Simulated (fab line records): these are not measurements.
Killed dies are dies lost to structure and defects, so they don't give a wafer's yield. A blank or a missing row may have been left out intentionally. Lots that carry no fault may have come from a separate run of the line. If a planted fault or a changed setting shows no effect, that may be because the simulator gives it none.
A lot that was struck, set against a sound lot	flow gf180mcu	17 out of 602 route steps
Sound: wafers L262.1, L262.5, L262.6. Struck: wafer L269.6; the same lot's L269.3 was not struck, so it is left out; see the end for the cause.
Per side, at each step with rows, come the tool, then ch with its chambers, and then its first start. Under that, the readings that differ: sound wafers	struck wafers	difference of the means	sigmas: that difference in standard deviations of wafers without a fault.
alike: readings with means less than 2 such deviations apart, plus words and numbers identical on both sides. not compared: withheld readings, readings lacking a value on some wafer, bounds such as >300 that could conceal the same value, and numbers that have no deviation in the record and whose values overlap.
A row with sigmas, a row that says differs or no value, or rows on one side alone: a step with any of these is where the two part. Numbers that don't overlap but have no deviation are shown without sigmas and don't part them. A reading that every wafer of one side lacks parts them only if that side has two wafers or more.

first, 3 steps without rows for these wafers: GF_V1_EXPOSE_11 (exposes mask Via1, target cd 260 nm); GF_V1_PEB_12 (peb time 90 s); GF_V1_DEVELOP_13 (develop time 60 s).
GF_V1_CD_MEAS_14: target cd 260 nm.
  sound: cd sem-02 at day 21 19:45; struck: cd sem-02 at day 23 08:56
  alike: cd nm
GF_V1_OVL_MEAS_15:
  sound: overlay-02 at day 21 19:52; struck: overlay-01 at day 23 09:02
  alike: V1_OVL
GF_V1_ETCH_16: etches BARC in N2/H2.
  sound on rie diel-01 ch 1,2, day 21 19:55; struck on rie diel-01 ch 2, day 23 09:04
reading	sound	struck	difference	sigmas
throttle valve pct (%)	13.231 13.223 13.232	13.210	-0.019	-3
  alike: drypump motor current A, oes product au
GF_V1_ETCH_17: etches SiO2 in C4F8/O2/Ar, stops on TiN, target depth 630 nm.
  sound: rie diel-01 ch 1,2; struck: rie diel-01 ch 2
reading	sound	struck	difference	sigmas
oes product au (a.u.)	0.854 0.856 0.851	0.865	+0.011	+2
GF_V1_STRIP_18: strips in O2/N2.
  sound on plasma asher-04 ch 0,1, day 21 20:02; struck on plasma asher-04 ch 0, day 23 09:13
  alike: drypump motor current A, heater power w, oes product au, platen temp c
  not compared: rf hours counter h
then, 2 steps without rows for these wafers: GF_V1_STRIP_19 (strips in post etch residue remover, time 1200 s); GF_V1_CLEAN_20 (cleans in DIW).
GF_V1_SPUTTER_21: material Ti, target thk 15 nm, time 80.02 s.
  sound: pvd sputter-03 at day 21 20:55; struck: pvd sputter-03 at day 23 09:43
  alike: throttle valve pct
then, 1 step without rows for these wafers: GF_V1_SPUTTER_22 (material TiN, target thk 10 nm, time 40 s).
GF_V1_CVD_23: deposits W, target thk 350 nm, time 105.05 s.
  sound on cvd w-01 ch 0,1, day 21 21:01; struck on cvd w-01 ch 1, day 23 09:52
reading	sound	struck	difference	sigmas
model.W_of_V1_CVD_23.thk nm (nm)	344.3 344.6 344.8	317.8	-26.8	
  alike: heater power w
  not compared: since wet clean h
GF_V1_RS_MEAS_24: the measuring method here is four-point-probe.
  sound: film metro-01 at day 21 21:08; struck: film metro-02 at day 23 09:58
reading	sound	struck	difference	sigmas
V1_W_RS (ohm/sq)	0.332 0.333 0.333	0.361	+0.028	+6
GF_V1_THK_MEAS_25: measures by xrf.
  sound: film metro-01 at day 21 21:15; struck: film metro-02 at day 23 10:04
reading	sound	struck	difference	sigmas
V1_W_THK (nm)	343 344 346	319	-25	-6
GF_V1_CMP_26: polishes, stops on SiO2, t overpolish 15 s, target thk 0 nm.
  sound on cmp-02 ch 0,3, day 21 21:22; struck on cmp-02 ch 0, day 23 10:13
  alike: edge zone pressure frac, motor current A
then, 1 step without rows for these wafers: GF_PASSIVATION_PROBE_99.

== WHERE THEY PART ==
First at GF_V1_ETCH_16; last, within this record, at GF_V1_THK_MEAS_25. Later steps at which nothing parts them and some readings are alike: GF_V1_CMP_26.

WHY: the cause the simulator had injected
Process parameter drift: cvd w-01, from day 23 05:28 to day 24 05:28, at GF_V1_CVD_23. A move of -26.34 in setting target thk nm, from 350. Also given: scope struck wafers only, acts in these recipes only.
